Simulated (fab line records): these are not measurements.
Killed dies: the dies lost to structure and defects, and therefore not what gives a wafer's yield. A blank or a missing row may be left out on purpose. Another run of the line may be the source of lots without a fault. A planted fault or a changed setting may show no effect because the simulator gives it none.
fab line records	flow gf180mcu
record: lots: 6	wafers: 18	last-day: 34
route steps=602 shown M5@537 V5@540
lots with no fault: from the same line, run without faults
start-h: start of the lot's first displayed wafer, in hours after the record's first day	wait-h: hours from the lot's prior step to this one	" the same as in the row above	L1.1+2: a row that stands for several wafers	- no value, or no start was given	* or withheld: withheld	< > ~ a bound
route shown NAME@n: names a module that has steps shown in the file, with the first one's number in the route	usual: average and standard deviation across the fault-free wafers	same: alike in all rows	chamber/n: place in a boat	sites: per-site readings	_std_site: how widely they spread, as a standard deviation	_edge_site: mean of outer sites minus mean of inner sites	radius-mm: for every site, how far away it sits from the centre of the wafer	mask NAME#n: copy n	behind: tool/chamber where the wafer was last shaped	hold: why the lot was held/for how many hours/how that ended	device: which transistor (n, p or np) failed to switch	end of line: the tests these same wafers got at the end of their route	a step given without rows: its recipe and nothing more	killed: dies lost to structure and defects at the first sort, not the wafer's yield	map: the dies of a wafer, with x for killed, . for not killed, _ for no die there
set.NAME: the setting the step ran with; set.NAME@STEP: the setting that earlier step ran with	model.NAME: the simulator's own value behind a step, which no gauge read
certain route steps with their lots: each step a table, each wafer a row
services: from which hour (start-h, from the record's first day; less than 0 if before it) a tool's chamber was out of use, for how many hours, and why
== steps ==
step: GF_M5_STRIP_11
recipe: chemistry: O2/N2	power-w: 1400	pressure-mtorr: 1500	platen-temp-c: 250	o2-flow-sccm: 3000	n2-flow-sccm: 300	overash-fraction: 0.5
usual: drypump-motor-current-A: 5.9/0.44	heater-power-w: 332/16	oes-product-au: 0.525/0.0045	strip-time-to-endpoint-s: 7.09/0.046
lot.wafer	tool	chamber	start-h	wait-h	drypump-motor-current-A	heater-power-w	oes-product-au	rf-hours-counter-h	strip-time-to-endpoint-s
L766.1	plasma-asher-03	1	618.87	0.1	6.5	329	0.530	85	7.13
L766.4	"	0	"	"	5.3	314	0.524	-	7.16
L766.5	"	1	"	"	6.5	345	0.527	-	7.11
L767.1	plasma-asher-01	0	630.17	0.1	6.3	316	0.528	22	7.13
L767.3	"	1	"	"	5.6	320	0.522	-	7.12
L767.5	"	1	"	"	5.6	309	0.529	-	7.10
L780.4	plasma-asher-04	0	716.78	0.1	5.5	337	0.519	-	6.99
L780.5	"	1	"	"	6.2	369	0.512	-	6.99
L780.6	"	0	"	"	5.5	333	0.526	-	6.97
L781.1	plasma-asher-01	0	728.62	0.1	6.4	325	0.524	30	7.14
L781.4	"	0	"	"	6.4	325	0.530	-	7.14
L781.6	"	0	"	"	6.4	320	0.519	-	7.12
L785.1	plasma-asher-04	0	754.59	0.1	5.5	358	0.527	1	7.12
L785.2	"	1	"	"	6.2	357	0.525	1	7.09
L785.4	"	1	"	"	6.2	353	0.533	-	7.14
L787.1	plasma-asher-01	1	769.80	0.1	5.6	318	0.529	35	7.15
L787.2	"	0	"	"	6.4	318	0.530	35	7.11
L787.5	"	1	"	"	5.6	314	0.521	-	7.16
step: GF_M5_STRIP_12
recipe: chemistry: post-etch-residue-remover	time-s: 1200	temp-c: 72.5
step: GF_M5_CLEAN_13
recipe: chemistry: DIW	dry: n2-spin
step: GF_V5_CVD_00
recipe: material: SiO2	target-thk-nm: 300	sigma-open-frac: 0.3	temp-c: 400	time-s: 50	sih4-flow-sccm: 60	pressure-mtorr: 6
step: GF_V5_THK_MEAS_01
recipe: reads: SiO2_of_V5_CVD_00
usual: V5_CVD_00_THK: 298.7/2.9
lot.wafer	tool	chamber	start-h	wait-h	V5_CVD_00_THK[nm]
L766.1	film-metro-04	-	619.45	0.0	299.6
L766.4	"	-	"	"	298.6
L766.5	"	-	"	"	298.3
L767.1	film-metro-03	-	630.79	0.0	294.1
L767.3	"	-	"	"	298.0
L767.5	"	-	"	"	296.6
L780.4	film-metro-03	-	717.35	0.0	298.2
L780.5	"	-	"	"	298.5
L780.6	"	-	"	"	296.2
L781.1	film-metro-03	-	729.20	0.0	302.1
L781.4	"	-	"	"	304.3
L781.6	"	-	"	"	297.6
L785.1	film-metro-03	-	755.18	0.0	303.1
L785.2	"	-	"	"	303.6
L785.4	"	-	"	"	302.9
L787.1	film-metro-03	-	770.38	0.0	301.7
L787.2	"	-	"	"	298.0
L787.5	"	-	"	"	298.5
step: GF_V5_CVD_02
recipe: material: SiO2	target-thk-nm: 1450	precursor: TEOS	temp-c: 400	time-s: 163.28	rf-w: 600
usual: heater-power-w: 587/80
lot.wafer	tool	chamber	start-h	wait-h	heater-power-w	since-wet-clean-h
L766.1	pecvd-01	2	619.51	0.1	617	237
L766.4	"	1	"	"	608	-
L766.5	"	0	"	"	552	-
L767.1	pecvd-03	0	630.85	0.1	608	26
L767.3	"	1	"	"	626	26
L767.5	"	2	"	"	677	-
L780.4	pecvd-03	2	717.43	0.1	672	-
L780.5	"	1	"	"	619	-
L780.6	"	0	"	"	525	-
L781.1	pecvd-01	2	729.26	0.1	641	346
L781.4	"	0	"	"	539	-
L781.6	"	2	"	"	516	-
L785.1	pecvd-03	2	755.24	0.1	645	150
L785.2	"	1	"	"	607	150
L785.4	"	0	"	"	657	-
L787.1	pecvd-03	1	770.44	0.1	654	165
L787.2	"	0	"	"	596	165
L787.5	"	1	"	"	518	-
step: GF_V5_THK_MEAS_03
recipe: reads: SiO2_of_V5_CVD_02
usual: V5_CVD_02_THK: 1458/19
lot.wafer	tool	chamber	start-h	wait-h	V5_CVD_02_THK[nm]
L766.1	film-metro-03	-	619.61	0.1	1448
L766.4	"	-	"	"	1482
L766.5	"	-	"	"	1502
L767.1	film-metro-04	-	630.95	0.1	1443
L767.3	"	-	"	"	1424
L767.5	"	-	"	"	1462
L780.4	film-metro-04	-	717.52	0.0	1468
L780.5	"	-	"	"	1452
L780.6	"	-	"	"	1480
L781.1	film-metro-04	-	729.36	0.1	1449
L781.4	"	-	"	"	1468
L781.6	"	-	"	"	1461
L785.1	film-metro-01	-	755.39	0.1	1436
L785.2	"	-	"	"	1427
L785.4	"	-	"	"	1469
L787.1	film-metro-04	-	770.55	0.1	1432
L787.2	"	-	"	"	1466
L787.5	"	-	"	"	1459
step: GF_V5_CMP_04
recipe: material: SiO2	down-force-psi: 4	platen-rpm: 60	pad-velocity-m-s: 0.94248
usual: motor-current-A: 12.2/1.9
lot.wafer	tool	chamber	start-h	wait-h	motor-current-A
L766.4	cmp-01	2	619.77	0.1	10.5
L766.1	"	3	"	"	13.7
L766.5	"	0	"	"	12.0
L767.3	cmp-01	3	631.50	0.5	13.6
L767.1	"	1	"	"	14.9
L767.5	"	3	"	"	13.7
L780.4	cmp-01	1	717.70	0.2	15.2
L780.5	"	2	"	"	10.5
L780.6	"	3	"	"	13.4
L781.4	cmp-02	3	729.42	0.0	11.8
L781.1	"	2	"	"	13.7
L781.6	"	3	"	"	12.0
L785.2	cmp-01	0	755.45	0.0	11.7
L785.4	"	2	"	"	10.0
L785.1	"	3	"	"	14.0
L787.1	cmp-02	2	770.61	0.1	14.1
L787.2	"	0	"	"	11.1
L787.5	"	3	"	"	12.1
step: GF_V5_BOW_MEAS_05
recipe: mode: bow
usual: V5_BOW: 133/9.6
lot.wafer	tool	chamber	start-h	wait-h	V5_BOW[um]
L766.1	film-metro-03	-	619.97	0.1	139
L766.4	"	-	"	"	133
L766.5	"	-	"	"	158
L767.1	film-metro-04	-	631.75	0.1	139
L767.3	"	-	"	"	136
L767.5	"	-	"	"	138
L780.4	film-metro-04	-	717.91	0.2	141
L780.5	"	-	"	"	143
L780.6	"	-	"	"	132
L781.1	film-metro-01	-	729.72	0.1	126
L781.4	"	-	"	"	122
L781.6	"	-	"	"	135
L785.1	film-metro-01	-	755.76	0.1	135
L785.2	"	-	"	"	132
L785.4	"	-	"	"	128
L787.1	film-metro-01	-	770.91	0.2	121
L787.2	"	-	"	"	115
L787.5	"	-	"	"	111
step: GF_V5_DEHYDRATE_06
recipe: temp-c: 200	time-s: 60
step: GF_V5_HMDS_07
recipe: prime-time-s: 60	prime-temp-c: 120
step: GF_V5_COAT_08
recipe: resist: BARC	temp-c: withheld	time-s: withheld	spin-rpm: withheld	resist-thk-nm: withheld
step: GF_V5_COAT_09
recipe: resist: KrF	spin-rpm: withheld	resist-thk-nm: 1000
usual: exhaust-pa: 44.9/0.83
lot.wafer	tool	chamber	start-h	wait-h	exhaust-pa	model.KrF_of_V5_COAT_09.thk-nm
L766.1	litho-track-02	0	629	-	44.7	1045
L766.4	"	0	630	-	43.9	1002
L766.5	"	0	"	"	43.7	1047
L767.1	litho-track-02	0	641	-	45.8	1048
L767.3	"	0	"	"	45.1	1003
L767.5	"	0	"	"	45.7	1046
L780.4	litho-track-01	0	726	-	45.2	1002
L780.5	"	0	"	"	45.7	1001
L780.6	"	0	"	"	44.9	999.6
L781.1	litho-track-03	0	738	-	45.8	1004
L781.4	"	0	"	"	44.7	1004
L781.6	"	0	"	"	46.1	1000
L785.1	litho-track-03	0	763	-	44.2	1006
L785.2	"	0	"	"	43.0	1006
L785.4	"	0	"	"	44.8	1005
L787.1	litho-track-02	0	777	-	46.4	999.7
L787.2	"	0	"	"	46.4	1000
L787.5	"	0	"	"	44.8	1002
step: GF_V5_SOFTBAKE_10
recipe: temp-c: 130	time-s: 60	resist: KrF
step: GF_V5_EXPOSE_11
recipe: mask-id: Via5	target-cd-nm: 260	na: 0.68	source-shape: conventional	sigma-outer: 0.6	dose-mj: 38
step: GF_V5_PEB_12
recipe: peb-temp-c: 135	peb-time-s: 90	resist: KrF
step: GF_V5_DEVELOP_13
recipe: develop-time-s: 60	resist: KrF	dev-temp-c: 21
usual: exhaust-pa: 45.0/0.89
same: develop-time-s: 60
lot.wafer	tool	chamber	start-h	wait-h	exhaust-pa	model.KrF_of_V5_COAT_09.thk-nm
L766.1	litho-track-01	0	639.84	0.2	45.2	1030
L766.4	"	0	"	"	45.9	986.9
L766.5	"	0	"	"	46.0	1032
L767.1	litho-track-03	0	651.13	0.2	45.9	1033
L767.3	"	0	"	"	46.2	987.7
L767.5	"	0	"	"	45.1	1031
L780.4	litho-track-03	0	735.36	0.1	44.4	986.7
L780.5	"	0	"	"	43.5	985.7
L780.6	"	0	"	"	44.2	984.6
L781.1	litho-track-02	0	747.18	0.2	44.5	989.4
L781.4	"	0	"	"	44.3	989.2
L781.6	"	0	"	"	44.4	985.2
L785.1	litho-track-03	0	771.88	0.2	45.7	990.6
L785.2	"	0	"	"	44.9	991.4
L785.4	"	0	"	"	45.0	989.9
L787.1	litho-track-01	0	785.89	0.2	46.0	984.8
L787.2	"	0	"	"	46.0	985.4
L787.5	"	0	"	"	45.6	987.5
step: GF_V5_CD_MEAS_14
recipe: target-cd-nm: 260
usual: cd-nm: 260.2/1.3
lot.wafer	tool	chamber	start-h	wait-h	cd-nm
L766.1	cd-sem-01	-	639.99	0.1	259.2
L766.4	"	-	"	"	261.3
L766.5	"	-	"	"	259.0
L767.1	cd-sem-02	-	651.28	0.1	258.0
L767.3	"	-	"	"	259.3
L767.5	"	-	"	"	258.6
L780.4	cd-sem-01	-	735.51	0.1	262.9
L780.5	"	-	"	"	262.2
L780.6	"	-	"	"	260.8
L781.1	cd-sem-01	-	747.33	0.1	263.0
L781.4	"	-	"	"	262.2
L781.6	"	-	"	"	262.5
L785.1	cd-sem-01	-	772.03	0.1	258.4
L785.2	"	-	"	"	259.1
L785.4	"	-	"	"	260.3
L787.1	cd-sem-02	-	786.04	0.1	261.7
L787.2	"	-	"	"	260.0
L787.5	"	-	"	"	260.8
step: GF_V5_OVL_MEAS_15
usual: V5_OVL: -2/5.4
lot.wafer	tool	chamber	start-h	wait-h	V5_OVL[nm]
L766.1	overlay-02	-	640.11	0.1	-3
L766.4	"	-	"	"	8
L766.5	"	-	"	"	5
L767.1	overlay-01	-	651.40	0.1	11
L767.3	"	-	"	"	5
L767.5	"	-	"	"	8
L780.4	overlay-01	-	735.59	0.1	-3
L780.5	"	-	"	"	-7
L780.6	"	-	"	"	-1
L781.1	overlay-02	-	747.45	0.1	-7
L781.4	"	-	"	"	-8
L781.6	"	-	"	"	-1
L785.1	overlay-02	-	772.15	0.1	-13
L785.2	"	-	"	"	-12
L785.4	"	-	"	"	-7
L787.1	overlay-01	-	786.16	0.1	-4
L787.2	"	-	"	"	-9
L787.5	"	-	"	"	-8
step: GF_V5_ETCH_16
recipe: chemistry: N2/H2	target-depth-a: withheld	overetch-a: withheld	time-s: withheld	target: BARC	ion-energy-ev: 200	source-w: 500	bias-w: 100	pressure-mtorr: 30	n2-flow-sccm: 100	h2-flow-sccm: 200
usual: drypump-motor-current-A: 5.9/0.43	oes-product-au: 0.855/0.0047	throttle-valve-pct: 13.224/0.01
lot.wafer	tool	chamber	start-h	wait-h	drypump-motor-current-A	oes-product-au	throttle-valve-pct
L766.1	rie-diel-01	3	640.14	0.0	5.0	0.857	13.221
L766.4	"	1	"	"	5.6	0.853	13.222
L766.5	"	1	"	"	5.6	0.851	13.231
L767.1	rie-diel-03	2	651.44	0.0	5.7	0.862	13.222
L767.3	"	0	"	"	5.5	0.852	13.217
L767.5	"	0	"	"	5.5	0.860	13.243
L780.4	rie-diel-01	1	735.61	0.0	5.6	0.857	13.231
L780.5	"	1	"	"	5.6	0.853	13.225
L780.6	"	2	"	"	5.7	0.857	13.215
L781.1	rie-diel-02	3	747.49	0.0	5.9	0.855	13.226
L781.4	"	2	"	"	5.9	0.861	13.211
L781.6	"	2	"	"	5.9	0.860	13.238
L785.1	rie-diel-02	2	772.19	0.0	5.9	0.858	13.227
L785.2	"	1	"	"	6.7	0.854	13.211
L785.4	"	3	"	"	5.9	0.854	13.228
L787.1	rie-diel-02	3	786.19	0.0	5.9	0.862	13.230
L787.2	"	1	"	"	6.7	0.858	13.226
L787.5	"	3	"	"	5.8	0.859	13.236
step: GF_V5_ETCH_17
recipe: chemistry: C4F8/O2/Ar	mask-material: KrF	target: SiO2	stop-on: TiN	source-w: 1500	bias-w: 1200	pressure-mtorr: 40	c4f8-flow-sccm: withheld	O2_flow_sccm: 6	Ar_flow_sccm: 300	time-s: withheld	target-depth-a: 8550
usual: oes-product-au: 0.860/0.0046
lot.wafer	tool	chamber	start-h	wait-h	oes-product-au
L766.1	rie-diel-01	3	-	-	0.858
L766.4	"	1	"	"	0.855
L766.5	"	1	"	"	0.858
L767.1	rie-diel-03	2	-	-	0.863
L767.3	"	0	"	"	0.871
L767.5	"	0	"	"	0.855
L780.4	rie-diel-01	1	-	-	0.859
L780.5	"	1	"	"	0.863
L780.6	"	2	"	"	0.863
L781.1	rie-diel-02	3	-	-	0.858
L781.4	"	2	"	"	0.868
L781.6	"	2	"	"	0.855
L785.1	rie-diel-02	2	-	-	0.853
L785.2	"	1	"	"	0.863
L785.4	"	3	"	"	0.863
L787.1	rie-diel-02	3	-	-	0.863
L787.2	"	1	"	"	0.858
L787.5	"	3	"	"	0.862
step: GF_V5_STRIP_18
recipe: chemistry: O2/N2	power-w: 1400	pressure-mtorr: 1500	platen-temp-c: 250	o2-flow-sccm: 3000	n2-flow-sccm: 300	overash-fraction: 0.5
usual: drypump-motor-current-A: 6.1/0.49	heater-power-w: 341/17	oes-product-au: 0.568/0.0047
lot.wafer	tool	chamber	start-h	wait-h	drypump-motor-current-A	heater-power-w	oes-product-au	rf-hours-counter-h
L766.1	plasma-asher-02	0	640.30	-	6.7	315	0.580	52
L766.4	"	1	"	"	6.3	364	0.564	-
L766.5	"	1	"	"	6.3	357	0.588	-
L767.1	plasma-asher-04	1	651.59	-	6.2	362	0.591	99
L767.3	"	1	"	"	6.2	364	0.562	-
L767.5	"	1	"	"	6.2	358	0.593	-
L780.4	plasma-asher-02	1	735.80	-	6.3	359	0.571	-
L780.5	"	0	"	"	6.7	325	0.564	-
L780.6	"	1	"	"	6.3	360	0.573	-
L781.1	plasma-asher-04	1	747.64	-	6.2	346	0.574	0
L781.4	"	1	"	"	6.2	353	0.566	-
L781.6	"	1	"	"	6.2	353	0.564	-
L785.1	plasma-asher-02	0	772.34	-	6.7	318	0.568	67
L785.2	"	1	"	"	6.3	364	0.569	67
L785.4	"	1	"	"	6.3	360	0.568	-
L787.1	plasma-asher-04	0	786.35	-	5.5	351	0.563	4
L787.2	"	1	"	"	6.2	348	0.566	4
L787.5	"	0	"	"	5.5	352	0.562	-
step: GF_V5_STRIP_19
recipe: chemistry: post-etch-residue-remover	time-s: 1200	temp-c: 72.5
== services ==
tool	chamber	start-h	hours	kind
cmp-01	-	595.90	4.9	repair
cmp-01	-	607.83	0.8	repair
pecvd-03	-	619.49	2.9	repair
cmp-02	-	624.80	6.6	pm
rie-diel-01	0	631.00	6.9	repair
pecvd-01	-	636.19	1.2	repair
plasma-asher-01	-	642.67	16.8	pm
cmp-02	-	648.50	1.3	repair
pecvd-03	1	661.41	12.5	repair
cmp-02	-	666.23	5.1	repair
pecvd-01	-	673.21	0.8	repair
cmp-02	-	685.59	1.4	repair
rie-diel-03	-	694.63	0.6	repair
cmp-01	-	695.46	4.9	pm
pecvd-03	-	716.41	0.7	repair
cmp-02	-	725.93	0.3	repair
plasma-asher-04	-	733.75	9.0	pm
cmp-01	-	734.23	1.1	repair
cmp-02	-	737.98	0.9	repair
cmp-02	-	744.00	4.0	pm
rie-diel-03	3	750.75	21.3	repair
rie-diel-02	3	763.45	4.9	repair
plasma-asher-04	-	772.31	2.0	repair
rie-diel-02	1	775.73	10.0	repair
== key ==
first-sign: step: GF_V5_STRIP_18	reading: oes-product-au	direction: up	sigmas: 4.2	usual: 0.568	struck: 0.588
effect none on later readings
model-effect: step: GF_V5_COAT_09	value: KrF_of_V5_COAT_09.thk-nm	without: 1001	struck: 1046
model-effect: step: GF_V5_DEVELOP_13	value: KrF_of_V5_COAT_09.thk-nm	without: 986.2	struck: 1031
met-at GF_V5_COAT_09
struck-wafers L766.1,L766.5,L767.1,L767.5
fault: kind: process-parameter-drift	tool: litho-track-02	chamber: -	onset-h: 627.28	steps: GF_V5_COAT_09	channel: resist-thk-nm	offset: *	shape: step	end-h: 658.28	scope: struck-wafers-only	acts-in: *	stated: *
